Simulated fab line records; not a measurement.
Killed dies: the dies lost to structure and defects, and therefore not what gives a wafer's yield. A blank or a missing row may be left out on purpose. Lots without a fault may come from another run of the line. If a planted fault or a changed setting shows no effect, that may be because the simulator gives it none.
fab line records / flow sky130 / part 2 of 2: steps 43 to 43 of 43
[record] lots = 6 wafers = 18 last_day = 50
route steps=708 shown METAL1@441 VIA1@458 PAD_OPEN@708
lots with no fault: from the same line, run without faults
start_h: hours from the record's opening day to when the first of the lot's shown wafers began / wait_h: hours from the lot's prior step to this one / " as in the row above / L1.1+2: one row covering several wafers at once / - no value present, or no start provided / * or withheld: withheld / < > ~ a bound
route shown NAME@n: names a module that has steps shown in the file, with the first one's number in the route / usual: average and standard deviation across the fault-free wafers / same: alike in all rows / chamber/n: place in a boat / sites: readings site by site / _std_site: the values' standard deviation / _edge_site: the outer-site mean with the inner-site mean subtracted / radius_mm: how far each site lies from the wafer's centre / mask NAME#n: copy n / behind: the most recent tool/chamber to have shaped the wafer / hold: why the lot was held/for how many hours/how that ended / device: the transistor (n, p or np) that didn't switch / end of line: at the end of the route, the tests of the same wafers / where a step has no rows: the recipe by itself / killed: at the first sort, the dies lost to defects and structure; wafer yield is something else / map: per-die view of a wafer (x killed, . not killed, _ where there is no die)
set.NAME: the run value of the setting; set.NAME@STEP: its run value at that earlier step / model.NAME: the simulator's own value behind a step, which no gauge read
lots seen at some steps along the route; tables by step, rows by wafer
services: when a tool's chamber went out of use (start_h, in hours from the record's first day, below 0 if earlier), for how many hours, and the reason
[[steps]]
[step SKY_PAD_OPEN_PROBE_99]
[usual] defect_limited_yield = 82.5/1.9 killed_at_M0_to_M3 = 43/6.8 killed_at_M4_up = 3.2/1.8 killed_at_contacts = 24/6.2 killed_at_front_end = 15/4.7 killed_at_other = 0.4/0.63 killed_dies = 86/9.6 killed_open = 47/6.9 killed_short = 39/6.3 sort_bin_3_pad_short = 0.9/0.46 sort_bin_5_function = 10.5/1.5 sort_bin_6_memory = 6.1/1.1 sort_n_pass = 406/9.6 sort_yield_pct = 82.5/1.9
[same] gross_dies = 492 killed_at_back_side = 0 sort_bin_4_leakage[%] = 0 sort_bin_8_speed[%] = 0
lot.wafer=L713.3 tool=prober-01 chamber=- start_h=1069.72 wait_h=0.2 hold=- defect_limited_yield[%]=82.5 killed_at_M0_to_M3=45 killed_at_M4_up=4 killed_at_contacts=16 killed_at_front_end=20 killed_at_other=1 killed_dies=86 killed_open=45 killed_short=41 sort_bin_3_pad_short[%]=1.4 sort_bin_5_function[%]=9.1 sort_bin_6_memory[%]=6.9 sort_n_pass=406 sort_yield_pct[%]=82.5 model.etest.tester.sort_n_pass=406 model.etest.tester.sort_yield_pct=82.52 model.etest.tester.sort_bin_5_pct=9.146 model.etest.tester.sort_bin_3_pct=1.423
lot.wafer=L713.4 tool=prober-01 chamber=- start_h=1069.77 wait_h=0.2 hold=- defect_limited_yield[%]=83.7 killed_at_M0_to_M3=40 killed_at_M4_up=5 killed_at_contacts=13 killed_at_front_end=21 killed_at_other=1 killed_dies=80 killed_open=35 killed_short=45 sort_bin_3_pad_short[%]=1.2 sort_bin_5_function[%]=8.7 sort_bin_6_memory[%]=6.3 sort_n_pass=412 sort_yield_pct[%]=83.7 model.etest.tester.sort_n_pass=412 model.etest.tester.sort_yield_pct=83.74 model.etest.tester.sort_bin_5_pct=8.74 model.etest.tester.sort_bin_3_pct=1.22
lot.wafer=L713.6 tool=prober-01 chamber=- start_h=1069.87 wait_h=0.2 hold=- defect_limited_yield[%]=86.2 killed_at_M0_to_M3=34 killed_at_M4_up=2 killed_at_contacts=14 killed_at_front_end=18 killed_at_other=0 killed_dies=68 killed_open=41 killed_short=26 sort_bin_3_pad_short[%]=0.6 sort_bin_5_function[%]=8.1 sort_bin_6_memory[%]=5.1 sort_n_pass=424 sort_yield_pct[%]=86.2 model.etest.tester.sort_n_pass=424 model.etest.tester.sort_yield_pct=86.18 model.etest.tester.sort_bin_5_pct=8.13 model.etest.tester.sort_bin_3_pct=0.6098
lot.wafer=L715.3 tool=prober-01 chamber=- start_h=1087.96 wait_h=0.2 hold=- defect_limited_yield[%]=81.7 killed_at_M0_to_M3=34 killed_at_M4_up=6 killed_at_contacts=34 killed_at_front_end=14 killed_at_other=2 killed_dies=90 killed_open=50 killed_short=38 sort_bin_3_pad_short[%]=1.4 sort_bin_5_function[%]=11.6 sort_bin_6_memory[%]=5.3 sort_n_pass=402 sort_yield_pct[%]=81.7 model.etest.tester.sort_n_pass=402 model.etest.tester.sort_yield_pct=81.71 model.etest.tester.sort_bin_5_pct=11.59 model.etest.tester.sort_bin_3_pct=1.423
lot.wafer=L715.5 tool=prober-01 chamber=- start_h=1088.06 wait_h=0.2 hold=- defect_limited_yield[%]=80.9 killed_at_M0_to_M3=61 killed_at_M4_up=2 killed_at_contacts=17 killed_at_front_end=11 killed_at_other=3 killed_dies=94 killed_open=50 killed_short=41 sort_bin_3_pad_short[%]=1.0 sort_bin_5_function[%]=11.4 sort_bin_6_memory[%]=6.7 sort_n_pass=398 sort_yield_pct[%]=80.9 model.etest.tester.sort_n_pass=398 model.etest.tester.sort_yield_pct=80.89 model.etest.tester.sort_bin_5_pct=11.38 model.etest.tester.sort_bin_3_pct=1.016
lot.wafer=L715.6 tool=prober-01 chamber=- start_h=1088.11 wait_h=0.2 hold=- defect_limited_yield[%]=80.3 killed_at_M0_to_M3=45 killed_at_M4_up=7 killed_at_contacts=23 killed_at_front_end=20 killed_at_other=2 killed_dies=97 killed_open=46 killed_short=49 sort_bin_3_pad_short[%]=0.8 sort_bin_5_function[%]=10.8 sort_bin_6_memory[%]=8.1 sort_n_pass=395 sort_yield_pct[%]=80.3 model.etest.tester.sort_n_pass=395 model.etest.tester.sort_yield_pct=80.28 model.etest.tester.sort_bin_5_pct=10.77 model.etest.tester.sort_bin_3_pct=0.813
lot.wafer=L716.1 tool=prober-02 chamber=- start_h=1091.01 wait_h=0.1 hold=- defect_limited_yield[%]=86.4 killed_at_M0_to_M3=35 killed_at_M4_up=2 killed_at_contacts=21 killed_at_front_end=8 killed_at_other=1 killed_dies=67 killed_open=38 killed_short=28 sort_bin_3_pad_short[%]=0.6 sort_bin_5_function[%]=8.1 sort_bin_6_memory[%]=4.9 sort_n_pass=425 sort_yield_pct[%]=86.4 model.etest.tester.sort_n_pass=425 model.etest.tester.sort_yield_pct=86.38 model.etest.tester.sort_bin_5_pct=8.13 model.etest.tester.sort_bin_3_pct=0.6098
lot.wafer=L716.2 tool=prober-02 chamber=- start_h=1091.06 wait_h=0.1 hold=- defect_limited_yield[%]=83.7 killed_at_M0_to_M3=39 killed_at_M4_up=4 killed_at_contacts=18 killed_at_front_end=18 killed_at_other=1 killed_dies=80 killed_open=46 killed_short=33 sort_bin_3_pad_short[%]=1.2 sort_bin_5_function[%]=8.9 sort_bin_6_memory[%]=6.1 sort_n_pass=412 sort_yield_pct[%]=83.7 model.etest.tester.sort_n_pass=412 model.etest.tester.sort_yield_pct=83.74 model.etest.tester.sort_bin_5_pct=8.943 model.etest.tester.sort_bin_3_pct=1.22
lot.wafer=L716.4 tool=prober-02 chamber=- start_h=1091.16 wait_h=0.2 hold=- defect_limited_yield[%]=84.1 killed_at_M0_to_M3=37 killed_at_M4_up=3 killed_at_contacts=27 killed_at_front_end=11 killed_at_other=0 killed_dies=78 killed_open=42 killed_short=36 sort_bin_3_pad_short[%]=0.6 sort_bin_5_function[%]=8.9 sort_bin_6_memory[%]=6.3 sort_n_pass=414 sort_yield_pct[%]=84.1 model.etest.tester.sort_n_pass=414 model.etest.tester.sort_yield_pct=84.15 model.etest.tester.sort_bin_5_pct=8.943 model.etest.tester.sort_bin_3_pct=0.6098
lot.wafer=L722.1 tool=prober-02 chamber=- start_h=1139.42 wait_h=0.1 hold=- defect_limited_yield[%]=80.9 killed_at_M0_to_M3=52 killed_at_M4_up=2 killed_at_contacts=28 killed_at_front_end=11 killed_at_other=1 killed_dies=94 killed_open=57 killed_short=37 sort_bin_3_pad_short[%]=1.0 sort_bin_5_function[%]=11.8 sort_bin_6_memory[%]=6.3 sort_n_pass=398 sort_yield_pct[%]=80.9 model.etest.tester.sort_n_pass=398 model.etest.tester.sort_yield_pct=80.89 model.etest.tester.sort_bin_5_pct=11.79 model.etest.tester.sort_bin_3_pct=1.016
lot.wafer=L722.2 tool=prober-02 chamber=- start_h=1139.47 wait_h=0.1 hold=- defect_limited_yield[%]=81.3 killed_at_M0_to_M3=47 killed_at_M4_up=2 killed_at_contacts=31 killed_at_front_end=12 killed_at_other=0 killed_dies=92 killed_open=45 killed_short=47 sort_bin_3_pad_short[%]=0.2 sort_bin_5_function[%]=13.0 sort_bin_6_memory[%]=5.5 sort_n_pass=400 sort_yield_pct[%]=81.3 model.etest.tester.sort_n_pass=400 model.etest.tester.sort_yield_pct=81.3 model.etest.tester.sort_bin_5_pct=13.01 model.etest.tester.sort_bin_3_pct=0.2033
lot.wafer=L722.5 tool=prober-02 chamber=- start_h=1139.62 wait_h=0.2 hold=- defect_limited_yield[%]=81.7 killed_at_M0_to_M3=52 killed_at_M4_up=3 killed_at_contacts=21 killed_at_front_end=14 killed_at_other=0 killed_dies=90 killed_open=47 killed_short=43 sort_bin_3_pad_short[%]=0.4 sort_bin_5_function[%]=10.4 sort_bin_6_memory[%]=7.5 sort_n_pass=402 sort_yield_pct[%]=81.7 model.etest.tester.sort_n_pass=402 model.etest.tester.sort_yield_pct=81.71 model.etest.tester.sort_bin_5_pct=10.37 model.etest.tester.sort_bin_3_pct=0.4065
lot.wafer=L734.1 tool=prober-02 chamber=- start_h=1185.01 wait_h=0.1 hold=await_dispo/3.2h/release defect_limited_yield[%]=77.0 killed_at_M0_to_M3=73 killed_at_M4_up=0 killed_at_contacts=29 killed_at_front_end=10 killed_at_other=1 killed_dies=113 killed_open=46 killed_short=34 sort_bin_3_pad_short[%]=1.4 sort_bin_5_function[%]=15.7 sort_bin_6_memory[%]=5.9 sort_n_pass=379 sort_yield_pct[%]=77.0 model.etest.tester.sort_n_pass=379 model.etest.tester.sort_yield_pct=77.03 model.etest.tester.sort_bin_5_pct=15.65 model.etest.tester.sort_bin_3_pct=1.423
lot.wafer=L734.4 tool=prober-02 chamber=- start_h=1185.16 wait_h=0.2 hold=await_dispo/3.2h/release defect_limited_yield[%]=74.2 killed_at_M0_to_M3=89 killed_at_M4_up=4 killed_at_contacts=20 killed_at_front_end=14 killed_at_other=0 killed_dies=127 killed_open=44 killed_short=42 sort_bin_3_pad_short[%]=2.2 sort_bin_5_function[%]=17.5 sort_bin_6_memory[%]=6.1 sort_n_pass=365 sort_yield_pct[%]=74.2 model.etest.tester.sort_n_pass=365 model.etest.tester.sort_yield_pct=74.19 model.etest.tester.sort_bin_5_pct=17.48 model.etest.tester.sort_bin_3_pct=2.236
lot.wafer=L734.5 tool=prober-02 chamber=- start_h=1185.21 wait_h=0.2 hold=await_dispo/3.2h/release defect_limited_yield[%]=83.3 killed_at_M0_to_M3=45 killed_at_M4_up=3 killed_at_contacts=18 killed_at_front_end=16 killed_at_other=0 killed_dies=82 killed_open=54 killed_short=28 sort_bin_3_pad_short[%]=0.8 sort_bin_5_function[%]=9.1 sort_bin_6_memory[%]=6.7 sort_n_pass=410 sort_yield_pct[%]=83.3 model.etest.tester.sort_n_pass=410 model.etest.tester.sort_yield_pct=83.33 model.etest.tester.sort_bin_5_pct=9.146 model.etest.tester.sort_bin_3_pct=0.813
lot.wafer=L735.2 tool=prober-01 chamber=- start_h=1191.78 wait_h=0.1 hold=await_dispo/3.7h/release defect_limited_yield[%]=81.1 killed_at_M0_to_M3=43 killed_at_M4_up=5 killed_at_contacts=27 killed_at_front_end=18 killed_at_other=0 killed_dies=93 killed_open=54 killed_short=38 sort_bin_3_pad_short[%]=0.8 sort_bin_5_function[%]=12.6 sort_bin_6_memory[%]=5.5 sort_n_pass=399 sort_yield_pct[%]=81.1 model.etest.tester.sort_n_pass=399 model.etest.tester.sort_yield_pct=81.1 model.etest.tester.sort_bin_5_pct=12.6 model.etest.tester.sort_bin_3_pct=0.813
lot.wafer=L735.4 tool=prober-01 chamber=- start_h=1191.88 wait_h=0.2 hold=await_dispo/3.7h/release defect_limited_yield[%]=76.6 killed_at_M0_to_M3=72 killed_at_M4_up=1 killed_at_contacts=20 killed_at_front_end=21 killed_at_other=1 killed_dies=115 killed_open=55 killed_short=25 sort_bin_3_pad_short[%]=2.8 sort_bin_5_function[%]=14.2 sort_bin_6_memory[%]=6.3 sort_n_pass=377 sort_yield_pct[%]=76.6 model.etest.tester.sort_n_pass=377 model.etest.tester.sort_yield_pct=76.63 model.etest.tester.sort_bin_5_pct=14.23 model.etest.tester.sort_bin_3_pct=2.846
lot.wafer=L735.6 tool=prober-01 chamber=- start_h=1191.98 wait_h=0.2 hold=await_dispo/3.7h/release defect_limited_yield[%]=80.1 killed_at_M0_to_M3=62 killed_at_M4_up=2 killed_at_contacts=18 killed_at_front_end=16 killed_at_other=0 killed_dies=98 killed_open=40 killed_short=27 sort_bin_3_pad_short[%]=1.8 sort_bin_5_function[%]=13.2 sort_bin_6_memory[%]=4.9 sort_n_pass=394 sort_yield_pct[%]=80.1 model.etest.tester.sort_n_pass=394 model.etest.tester.sort_yield_pct=80.08 model.etest.tester.sort_bin_5_pct=13.21 model.etest.tester.sort_bin_3_pct=1.829
// killed by level:class
L713.3 FIELD_ISO:geometric_particle:short=9 VIA1:geometric_particle:open=9 VIA2:geometric_particle:open=9 CONTACT:geometric_particle:open=8 VIA2:geometric_particle:short=6 FIELD_ISO:geometric_particle:open=5 METAL2:geometric_particle:short=5 METAL1:geometric_particle:short=4
L713.4 VIA1:geometric_particle:open=7 VIA2:geometric_particle:short=6 METAL3:geometric_particle:short=6 FIELD_ISO:geometric_particle:short=5 FIELD_ISO:geometric_particle:open=5 CONTACT:geometric_particle:open=5 VIA3:geometric_particle:short=5 VIA1:geometric_particle:short=4
L713.6 VIA1:geometric_particle:open=9 CONTACT:geometric_particle:open=7 POLY_GATE:geometric_particle:short=5 VIA2:geometric_particle:open=5 POLY_GATE:geometric_particle:open=4 LI_CONTACT:geometric_particle:open=4 METAL3:geometric_particle:short=4 VIA3:geometric_particle:open=4
L715.3 CONTACT:geometric_particle:open=21 VIA1:geometric_particle:open=9 CONTACT:geometric_particle:short=7 METAL4:geometric_particle:short=6 FIELD_ISO:geometric_particle:open=5 METAL1:geometric_particle:short=5 FIELD_ISO:geometric_particle:short=4 VIA1:geometric_particle:short=4
L715.5 VIA1:geometric_particle:open=14 VIA3:geometric_particle:open=13 CONTACT:geometric_particle:open=6 CONTACT:geometric_particle:short=5 VIA1:geometric_particle:short=5 METAL1:geometric_particle:short=5 METAL2:geometric_particle:short=5 FIELD_ISO:geometric_particle:open=4
L715.6 VIA3:geometric_particle:open=9 FIELD_ISO:geometric_particle:short=6 METAL1:geometric_particle:short=6 LI_CONTACT:geometric_particle:open=6 VIA1:geometric_particle:short=6 POLY_GATE:geometric_particle:open=5 METAL2:geometric_particle:short=5 LOCAL_INTERCONNECT:geometric_particle:short=5
L716.1 VIA1:geometric_particle:open=10 LI_CONTACT:geometric_particle:open=6 CONTACT:geometric_particle:open=5 VIA1:geometric_particle:short=5 CONTACT:geometric_particle:short=4 VIA3:geometric_particle:short=4 LI_CONTACT:geometric_particle:short=3 METAL2:geometric_particle:short=3
L716.2 METAL2:geometric_particle:short=10 VIA1:geometric_particle:open=10 CONTACT:geometric_particle:open=9 FIELD_ISO:geometric_particle:open=6 LI_CONTACT:geometric_particle:open=5 POLY_GATE:geometric_particle:open=4 FIELD_ISO:geometric_particle:short=3 POLY_GATE:geometric_particle:short=3
L716.4 CONTACT:geometric_particle:open=15 VIA2:geometric_particle:open=8 CONTACT:geometric_particle:short=7 VIA1:geometric_particle:short=6 VIA1:geometric_particle:open=6 POLY_GATE:geometric_particle:short=4 LI_CONTACT:geometric_particle:open=4 METAL3:geometric_particle:short=4
L722.1 VIA1:geometric_particle:open=12 CONTACT:geometric_particle:open=12 VIA3:geometric_particle:open=10 CONTACT:geometric_particle:short=8 METAL2:geometric_particle:short=7 LI_CONTACT:geometric_particle:open=5 METAL1:geometric_particle:short=5 VIA2:geometric_particle:open=4
L722.2 CONTACT:geometric_particle:open=13 LOCAL_INTERCONNECT:geometric_particle:short=7 VIA2:geometric_particle:open=7 METAL1:geometric_particle:short=6 VIA1:geometric_particle:short=6 POLY_GATE:geometric_particle:short=5 LI_CONTACT:geometric_particle:open=5 VIA2:geometric_particle:short=5
L722.5 VIA1:geometric_particle:open=11 CONTACT:geometric_particle:open=10 VIA3:geometric_particle:open=9 METAL2:geometric_particle:short=8 VIA2:geometric_particle:open=6 METAL1:geometric_particle:short=6 LI_CONTACT:geometric_particle:open=5 POLY_GATE:geometric_particle:short=4
L734.1 METAL1:unspecified=33 CONTACT:geometric_particle:open=10 VIA1:geometric_particle:open=9 VIA3:geometric_particle:open=9 LI_CONTACT:geometric_particle:open=7 LOCAL_INTERCONNECT:geometric_particle:short=5 CONTACT:geometric_particle:short=5 METAL2:geometric_particle:short=5
L734.4 METAL1:unspecified=40 VIA3:geometric_particle:open=10 VIA1:geometric_particle:open=8 VIA2:geometric_particle:open=8 VIA3:geometric_particle:short=6 LI_CONTACT:geometric_particle:open=5 CONTACT:geometric_particle:short=5 CONTACT:geometric_particle:open=4
L734.5 VIA1:geometric_particle:open=11 CONTACT:geometric_particle:open=9 FIELD_ISO:geometric_particle:open=7 METAL2:geometric_particle:short=6 VIA3:geometric_particle:short=5 VIA3:geometric_particle:open=5 LI_CONTACT:geometric_particle:open=4 LOCAL_INTERCONNECT:geometric_particle:short=4
L735.2 VIA1:geometric_particle:open=11 CONTACT:geometric_particle:open=9 LI_CONTACT:geometric_particle:open=8 VIA3:geometric_particle:open=7 METAL2:geometric_particle:short=6 FIELD_ISO:geometric_particle:short=4 FIELD_ISO:geometric_particle:open=4 POLY_GATE:geometric_particle:open=4
L735.4 METAL1:unspecified=34 VIA2:geometric_particle:open=11 FIELD_ISO:geometric_particle:open=9 CONTACT:geometric_particle:open=9 VIA1:geometric_particle:open=9 VIA3:geometric_particle:open=7 LI_CONTACT:geometric_particle:open=6 FIELD_ISO:geometric_particle:short=5
L735.6 METAL1:unspecified=31 VIA1:geometric_particle:open=10 VIA3:geometric_particle:open=6 LI_CONTACT:geometric_particle:open=6 CONTACT:geometric_particle:open=5 FIELD_ISO:geometric_particle:short=4 FIELD_ISO:geometric_particle:open=4 POLY_GATE:geometric_particle:short=4
// map L734.4 (x killed, . not)
__________.....xxxxx_________
________.....x.xxxxxxx_______
______...x.x..xxxxxxxxx._____
_____........x.xxxxxxxxx.____
____.........x..xxxxxxxx..___
___x...........x.x.x.......__
__..xx...............x...x.x_
_....x..x.........x.....x....
_....xx...x..xx....xx.x.....x
_...xx.x.....x...x.......x..x
_.........xxx...x....x.x...x.
_.....x.x...x.xx..x....x.....
_.......x.x.......x.xx.......
_...............x........x..x
_.........x...............x..
__....x..x................x._
___xx.....xxx.x....xx...x.x__
____.xxx.......xx.....x...___
_____..x..x.x............____
______..x..x.....x......_____
________x..x...x...x.._______
__________..x......x_________
// map L735.4 (x killed, . not)
__________..x.x.xxxx_________
________x...x.xxxxxxxx_______
______.......xxxxxxxxxxx_____
_____........xxx.xxxxxxx.____
____............xxx...x..x___
___..x....x..x....x........__
__..x..x...x.x.x..xx..x.x.xx_
_..x.............xx.........x
_......xx.xx....x.x..x....x..
_...........x......xx.xx.....
_......x...................x.
_.x...........x.....x......x.
_...x...x..x......x..........
_x.....x......x...xx...x.x...
_..........x.......x...x.....
__..x..xx....x..x.x........._
___.........x..............__
____...........x......x...___
_____xx.....x..x.x...x...____
______.......xx........._____
________..........xx.._______
__________.xx......._________
[[services]]
tool=rie_metal-01 chamber=1 start_h=756.07 hours=12.2 kind=repair
tool=cmp-01 chamber=- start_h=757.05 hours=4.0 kind=pm
tool=cmp-02 chamber=- start_h=761.05 hours=9.3 kind=pm
tool=cvd_w-01 chamber=- start_h=764.03 hours=6.9 kind=pm
tool=rie_diel-02 chamber=- start_h=780.89 hours=0.5 kind=repair
tool=cvd_w-02 chamber=0 start_h=782.02 hours=5.4 kind=repair
tool=rie_diel-01 chamber=0 start_h=784.14 hours=9.5 kind=repair
tool=rie_metal-04 chamber=- start_h=787.46 hours=0.1 kind=repair
tool=rie_diel-01 chamber=- start_h=791.67 hours=2.8 kind=pm
tool=rie_diel-02 chamber=2 start_h=814.58 hours=6.8 kind=repair
tool=cmp-02 chamber=- start_h=822.07 hours=1.0 kind=repair
tool=rie_metal-01 chamber=0 start_h=832.89 hours=21.3 kind=repair
tool=rie_metal-04 chamber=- start_h=835.32 hours=0.7 kind=repair
tool=rie_diel-02 chamber=2 start_h=867.48 hours=40.0 kind=repair
tool=rie_metal-01 chamber=- start_h=870.58 hours=0.6 kind=repair
tool=plasma_asher-03 chamber=- start_h=886.42 hours=2.8 kind=pm
tool=cmp-01 chamber=- start_h=892.20 hours=5.7 kind=pm
tool=cmp-02 chamber=- start_h=903.60 hours=1.4 kind=repair
tool=cmp-02 chamber=- start_h=912.00 hours=4.0 kind=pm
tool=cmp-02 chamber=- start_h=932.93 hours=0.9 kind=repair
tool=rie_metal-01 chamber=- start_h=935.88 hours=0.3 kind=repair
tool=rie_diel-02 chamber=0 start_h=939.08 hours=9.1 kind=repair
tool=cmp-01 chamber=- start_h=939.52 hours=1.2 kind=repair
tool=rie_diel-02 chamber=1 start_h=945.24 hours=4.0 kind=repair
[[key]]
[first_sign] step = SKY_PAD_OPEN_PROBE_99 reading = killed_at_M0_to_M3 direction = up sigmas = 4.5 usual = 43 struck = 74
[effect] step = SKY_PAD_OPEN_PROBE_99 reading = sort_bin_5_function direction = up sigmas = 3.1 usual = 10.5 struck = 15.1 wafers_moved = 3
[model_effect] step = SKY_PAD_OPEN_PROBE_99 value = etest.tester.sort_n_pass without = 408.2 struck = 378.8
met_at SKY_METAL1_METAL_ETCH_19
struck_wafers L734.1,L734.4,L735.4,L735.6
onset_between 782.88 914.65
[fault] kind = chamber_particle_source tool = rie_metal-04 chamber = 1 onset_h = 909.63 steps = SKY_METAL1_METAL_ETCH_19 rate_per_visit_cm2 = 0.63775 end_h = 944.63
